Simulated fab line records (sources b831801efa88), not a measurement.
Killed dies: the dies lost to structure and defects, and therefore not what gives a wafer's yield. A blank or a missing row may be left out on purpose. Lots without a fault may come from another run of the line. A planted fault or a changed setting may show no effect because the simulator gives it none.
The same fault as seen by 2 desks + flow gf180mcu + every desk sees just its own numbers, and what lay behind them comes last

## THE METROLOGY DESK
Lot by lot, what the gauges showed, no matter which tool ran the lot: averages of those sampled wafers that carry a number. If a lot's mean is further than 4 standard deviations from the usual mean, the lot is out of limits and carries the mark OUT (the distance appears in the brackets).
Columns: A = VT_IMPLANT_3_TW at GF_VT_IMPLANT_TW_MEAS_32, usual 268; B = DUAL_GATE_OVL at GF_DUAL_GATE_OVL_MEAS_11, usual -1.4 nm; C = HV_LDD_TW at GF_HV_LDD_TW_MEAS_11, usual 2439; D = HV_LDD_01_OVL at GF_HV_LDD_OVL_MEAS_20, usual -0.1 nm; E = HV_LDD_RS at GF_HV_LDD_RS_MEAS_53, usual 418.4 ohm/sq
| lot  | first seen here | A   | B    | C               | D    | E                |
|------|-----------------|-----|------|-----------------|------|------------------|
| L347 | day 6 19:26     | 264 | 0.2  | 2451            | -1.4 | 418.5            |
| L348 | day 7 06:50     | 266 | -1.6 | 2396            | 0.9  | 419.5            |
| L350 | day 7 17:46     | 273 | 0.8  | 2477            | 0.0  | 418.4            |
| L352 | day 8 05:11     | 268 | -2.5 | 2473            | -0.8 | 418.8            |
| L353 | day 8 11:39     | 270 | -2.6 | 2438            | -0.6 | 419.1            |
| L354 | day 8 20:50     | 272 | -0.7 | 2385            | -0.5 | 420.4            |
| L363 | day 11 06:20    | 267 | -2.9 | 2408            | -0.6 | 417.8            |
| L364 | day 11 11:53    | 271 | -0.9 | 2670 (+7.7) OUT | -0.1 | 412.1 (-6.6) OUT |
| L365 | day 11 15:58    | 268 | -2.0 | 2624 (+6.2) OUT | -0.7 | 412.9 (-5.7) OUT |
| L367 | day 12 03:19    | 273 | -0.5 | 2433            | 1.6  | 417.2            |
| L368 | day 12 12:05    | 272 | -1.7 | 2480            | 1.5  | 417.8            |
| L369 | day 12 17:59    | 264 | -1.4 | 2438            | -1.2 | 418.3            |
| L370 | day 13 03:10    | 272 | 0.3  | 2430            | -1.2 | 417.4            |
This desk reports L364, L365 out of limits; the earliest was L364 at day 15 04:57 (HV_LDD_TW at GF_HV_LDD_TW_MEAS_11). In limits: L347, L348, L350, L352, L353, L354, L363, L367, L368, L369, L370.

## DESK OF THE TOOL OWNER: implanter-01
For each lot that ran on this tool, the mean over its sampled wafers that have a number, from the tool's own readings at GF_HV_LDD_IMPLANT_09. If a lot's mean is further than 4 standard deviations from the usual mean, the lot is out of limits and carries the mark OUT (the distance appears in the brackets).
Columns: A = beam_energy_keV at GF_HV_LDD_IMPLANT_09, usual 39.998; B = dose_ions_cm2 at GF_HV_LDD_IMPLANT_09, usual 1e+14
| lot  | first seen here | A                        | B     |
|------|-----------------|--------------------------|-------|
| L350 | day 11 05:16    | 39.992                   | 1e+14 |
| L352 | day 11 15:13    | 39.992                   | 1e+14 |
| L354 | day 12 12:35    | 39.997                   | 1e+14 |
| L364 | day 15 04:43    | 51.208 (+99 or more) OUT | 1e+14 |
| L365 | day 15 08:37    | 51.208 (+99 or more) OUT | 1e+14 |
This desk's verdict: out of limits on L364, L365, starting with L364 at day 15 04:43 (beam_energy_keV at GF_HV_LDD_IMPLANT_09). In limits: L350, L352, L354.

## BROUGHT TOGETHER
On L364, L365, at day 15 04:43, an alarm was possible from the tool owner's desk.
Metrology desk: alarm possible at day 15 04:57 on L364, L365.
All the named lots went through GF_HV_LDD_IMPLANT_09 on implanter-01.

## WHAT WAS PUT IN BY THE SIMULATOR
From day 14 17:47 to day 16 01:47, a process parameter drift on implanter-01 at GF_HV_LDD_IMPLANT_09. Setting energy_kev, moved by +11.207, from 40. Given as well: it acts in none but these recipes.
Lots struck among those shown: L364, L365.
Time in hours from fault onset to the first out-of-limits reading at each desk: tool owner's desk 11, metrology desk 11.
